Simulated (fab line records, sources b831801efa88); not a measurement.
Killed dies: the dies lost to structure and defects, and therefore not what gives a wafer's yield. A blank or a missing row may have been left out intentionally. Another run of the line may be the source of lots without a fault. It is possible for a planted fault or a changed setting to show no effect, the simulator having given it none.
Chamber matching + flow gf180mcu + GF_CONTACT_CVD_02 on pecvd-01: 3 sister chambers
The step deposits SiO2 from TEOS, target thk 860 nm, time 95.992 s. 3 wafers are shown with their chamber, then 8 later ones without.

EACH WAFER AND ITS CHAMBER
| wafer  | chamber | heaterPowerW (W) |
|--------|---------|------------------|
| L124.3 | 0       | 557              |
| L124.4 | 1       | 539              |
| L128.1 | 2       | 609              |

WAFERS MISSING THEIR CHAMBER
| wafer  | heaterPowerW (W) |
|--------|------------------|
| L128.2 | 513              |
| L128.6 | 530              |
| L130.1 | 540              |
| L130.2 | 588              |
| L130.6 | 464              |
| L131.1 | 626              |
| L131.3 | 472              |
| L131.4 | 483              |

EACH ONE'S CHAMBER
| wafer  | from the rows above          | in truth |
|--------|------------------------------|----------|
| L128.2 | can't be placed: 1 or 0 or 2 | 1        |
| L128.6 | can't be placed: 1 or 0 or 2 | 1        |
| L130.1 | can't be placed: 1 or 0 or 2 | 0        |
| L130.2 | can't be placed: 2 or 0 or 1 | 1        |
| L130.6 | can't be placed: 1 or 0 or 2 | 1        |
| L131.1 | can't be placed: 2 or 0 or 1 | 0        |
| L131.3 | can't be placed: 1 or 0 or 2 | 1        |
| L131.4 | can't be placed: 1 or 0 or 2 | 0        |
Correctly placed: 0 of 8. From these rows, 8 cannot be placed; in 8 the true chamber is one of the candidates. Wrongly placed: 0.
How it was worked out, from the rows above alone: a wafer's distance from a chamber is the root of the sum, over the readings, of the square of ((its reading less the chamber's mean) divided by the reading's scatter). If the next closest chamber is less than 2 further off than the closest, the wafer can't be placed; otherwise it belongs to the closest. For every chamber, the mean is computed from those of its wafers that are shown. The scatter: with one shown wafer a chamber, the root of the mean of the squares of how far each hidden wafer lies from its nearest shown one.
